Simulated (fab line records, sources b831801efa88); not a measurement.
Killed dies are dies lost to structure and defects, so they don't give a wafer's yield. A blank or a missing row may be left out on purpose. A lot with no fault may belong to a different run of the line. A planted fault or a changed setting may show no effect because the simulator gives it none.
Which tool did it? | flow sky130 | 12 lots with 36 wafers sampled at 2 steps, on a route of 708 steps

WHAT EACH GAUGE READ, for each wafer
SKY_NWELL_OVL_MEAS_23.
lot  | measured     | on         | NWELL_01_OVL (nm)
L075 | day 5 12:53  | overlay-02 | -2.3 0.5 -1.9
L077 | day 6 05:42  | overlay-01 | 1.7 0.7 1.8
L079 | day 6 15:13  | overlay-02 | -0.2 0.7 -0.5
L081 | day 7 06:38  | overlay-01 | 1.2 -0.1 1.2
L083 | day 7 13:30  | overlay-01 | 1.2 2.1 2.0
L085 | day 8 06:39  | overlay-02 | 0.3 0.2 -1.3
L087 | day 8 16:27  | overlay-01 | -0.8 -0.3 0.3
L089 | day 9 02:49  | overlay-01 | 2.2 0.9 2.2
L091 | day 9 15:25  | overlay-01 | -1.9 -2.5 -3.9
L093 | day 10 06:11 | overlay-02 | -0.3 -0.1 0.6
L095 | day 10 17:04 | overlay-02 | -1.1 -1.2 -2.5
L097 | day 11 01:06 | overlay-01 | -0.7 -0.3 0.8

WHICH TOOL RAN EACH LOT (tool, then ch and the chambers of the sampled wafers, then the start)
lot  | SKY_FIELD_ISO_ETCH_14
L075 | rieDiel-03 ch 0,3, day 2 09:39
L077 | rieDiel-03 ch 0,1, day 2 21:45
L079 | rieDiel-03 ch 0,1,3, day 3 08:31
L081 | rieDiel-04 ch 0,1,3, day 3 21:49
L083 | rieDiel-03 ch 0,2,3, day 4 03:24
L085 | rieDiel-04 ch 1,2,3, day 4 17:04
L087 | rieDiel-01 ch 0,2,3, day 5 01:51
L089 | rieDiel-01 ch 1,2,3, day 5 10:43
L091 | rieDiel-01 ch 0,1, day 5 20:51
L093 | rieDiel-01 ch 0,1,3, day 6 10:31
L095 | rieDiel-03 ch 0,2,3, day 6 19:51
L097 | rieDiel-04 ch 0,1, day 7 03:49
- SKY_FIELD_ISO_ETCH_14: etches BARC in N2/H2, stops on SiO2, time 45.9 s, target depth 60 nm.

THE ANSWER, worked out from the rows above alone
Rule: the lots themselves supply what counts as usual. The widest of any qualifying gaps counts: lots, ordered by their means at a reading, are off when they make up no more than a third of the lots, leave a main group of 4 or more, and stand apart from it by 3 or more times the standard deviation of that group's means. The tables above print the reading to a certain number of digits; a main group whose means all agree to those digits is not used. Also off: a lot with no number at a reading for which 4 or more lots have one. Any other lot the step has rows for is counted as sound.
Nothing can be told from this: no lot is off at any reading shown.

WHAT THE SIMULATOR HAD PUT IN
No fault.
